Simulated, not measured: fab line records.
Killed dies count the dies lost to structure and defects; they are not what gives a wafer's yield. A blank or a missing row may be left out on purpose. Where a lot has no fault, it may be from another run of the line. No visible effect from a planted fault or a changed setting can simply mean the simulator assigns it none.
Which of the tools did it? -- flow gf180mcu -- 15 lots, 45 wafers sampled, at 1 step of a route of 602

WHAT THE GAUGES READ, wafer by wafer
GF_M1_CD_MEAS_14: target cd 230 nm.
lot,measured,on,cd_nm (nm)
L527,day 17 03:51,cd_sem-01,231.5 230.7 230.1
L528,day 17 13:29,cd_sem-01,229.7 230.3 229.0
L529,day 17 19:36,cd_sem-01,230.1 230.2 230.0
L531,day 18 19:18,cd_sem-01,228.8 229.3 230.1
L532,day 19 08:23,cd_sem-02,230.8 229.9 230.0
L535,day 20 04:34,cd_sem-01,231.3 231.4 230.6
L536,day 20 18:30,cd_sem-02,229.3 230.2 230.2
L537,day 21 03:46,cd_sem-02,230.2 230.3 229.7
L538,day 21 13:49,cd_sem-02,230.6 229.4 230.4
L543,day 23 01:38,cd_sem-02,229.3 229.4 229.7
L545,day 23 14:32,cd_sem-01,230.1 229.6 230.6
L546,day 24 05:00,cd_sem-02,228.9 229.1 228.9
L547,day 24 09:16,cd_sem-02,227.6 228.6 227.4
L548,day 24 16:29,cd_sem-01,229.8 229.5 230.8
L549,day 24 22:32,cd_sem-02,229.7 231.1 231.1

WHAT TOOL EACH LOT RAN ON (gives the tool, then ch and the chambers of the sampled wafers, and finally the start)
The record holds no process step before these readings.

AS READ BY THE TOOLS THEMSELVES (means over the sampled wafers that have a number; for cases with no such wafer, the mark the record gives instead)
The record holds no such reading with a usual standard deviation.

THE ANSWER, worked out from the rows above alone
Rule: usual is defined by the lots themselves. Put in order of their means at a reading, lots are off if they are a third of the lots or fewer, leave a main group of 4 or more, and stand apart from it by a gap of 3 or more times the standard deviation of the main group's means; of several such gaps the widest counts. If all means in a main group match to the digits the tables above print for the reading, that group is not used. A lot without any number at a reading at which 4 lots or more have one is off too. The other lots that the step has rows for count as sound. The gauges are gone through in route order, then the tools' own readings, and for those a lot's mean is taken as printed above. At the first step where some lot is off, the reading lying furthest off is the one used; lots without a number count as furthest.
No lot is off at any reading shown: from this, nothing can be told.

WHAT THE SIMULATOR HAD INSERTED
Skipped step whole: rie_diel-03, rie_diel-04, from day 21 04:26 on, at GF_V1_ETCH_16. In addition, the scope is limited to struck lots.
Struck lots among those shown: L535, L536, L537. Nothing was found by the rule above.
